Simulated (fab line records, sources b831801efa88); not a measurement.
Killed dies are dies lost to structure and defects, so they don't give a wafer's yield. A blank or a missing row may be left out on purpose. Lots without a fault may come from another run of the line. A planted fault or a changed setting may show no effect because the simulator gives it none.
A struck lot beside a sound one | flow sky130 | 14 steps out of a route of 708
Sound: wafers L661.1, L661.3, L661.4. Struck: wafers L652.1, L652.5, L652.6. The cause comes at the end.
At each step with rows: each side's tool, then ch and its chambers, then its first start. Under that, the readings that differ: sound wafers | struck wafers | difference of the means | sigmas: that difference in standard deviations of wafers without a fault.
alike: readings whose means differ by less than 2 such deviations, and words and numbers that are the same on both sides. not compared: withheld readings, readings that some wafer has no value for, bounds like >300 that may hide the same value, and numbers for which the record gives no deviation and whose values overlap.
The two part at a step that has a row with sigmas, a row that says differs or no value, or rows on one side only. Numbers that don't overlap but have no deviation are shown without sigmas and don't part them. A reading that every wafer of one side lacks parts them only if that side has two wafers or more.

first, 4 steps without rows for these wafers: SKY_VT_ADJUST_PCH_SOFTBAKE_03; SKY_VT_ADJUST_PCH_EXPOSE_04 (exposes mask NWM, target cd 840 nm); SKY_VT_ADJUST_PCH_PEB_05; SKY_VT_ADJUST_PCH_DEVELOP_06 (develop time 60 s).
SKY_VT_ADJUST_PCH_OVL_MEAS_07:
  sound on overlay-02, day 15 14:16; struck on overlay-02, day 12 16:45
  alike: VT_ADJUST_PCH_OVL
then, 1 step without rows for these wafers: SKY_VT_ADJUST_PCH_IMPLANT_08.
SKY_VT_ADJUST_PCH_STRIP_09: strips in O2/N2.
  sound on plasma_asher-01 ch 0,1, day 15 14:27; struck on plasma_asher-04 ch 0,1, day 12 16:56
  alike: drypump_motor_current_A, n2_flow_sccm, oes_product_au, strip_time_to_endpoint_s
  not compared: rf_hours_counter_h
SKY_VT_ADJUST_PCH_TW_MEAS_10:
  sound on film_metro-02, day 15 14:33; struck on film_metro-01, day 12 17:02
  alike: VT_ADJUST_PCH_TW
then, 4 steps without rows for these wafers: SKY_SONOS_TUNNEL_DEHYDRATE_00 (time 60 s); SKY_SONOS_TUNNEL_HMDS_01 (prime time 60 s); SKY_SONOS_TUNNEL_COAT_02 (resist thk 1140 nm); SKY_SONOS_TUNNEL_SOFTBAKE_03 (time 60 s).
SKY_SONOS_TUNNEL_EXPOSE_04: exposes mask TUNM, target cd 410 nm.
  sound on iline_stepper-01 ch 0, day 16 04:19; struck on iline_stepper-01, day 13 06:10
  no value came back on the struck wafers for exposure_dose_mJ_cm2, focus_offset_nm (nm), stage_vel_mm_s (mm/s); on the sound wafers exposure_dose_mJ_cm2 reads 136.03 135.78 135.81
  alike: mask
then, 1 step without rows for these wafers: SKY_SONOS_TUNNEL_PEB_05.

WHERE THEY PART
Only at SKY_SONOS_TUNNEL_EXPOSE_04, within this record.

WHY: what the simulator had put in
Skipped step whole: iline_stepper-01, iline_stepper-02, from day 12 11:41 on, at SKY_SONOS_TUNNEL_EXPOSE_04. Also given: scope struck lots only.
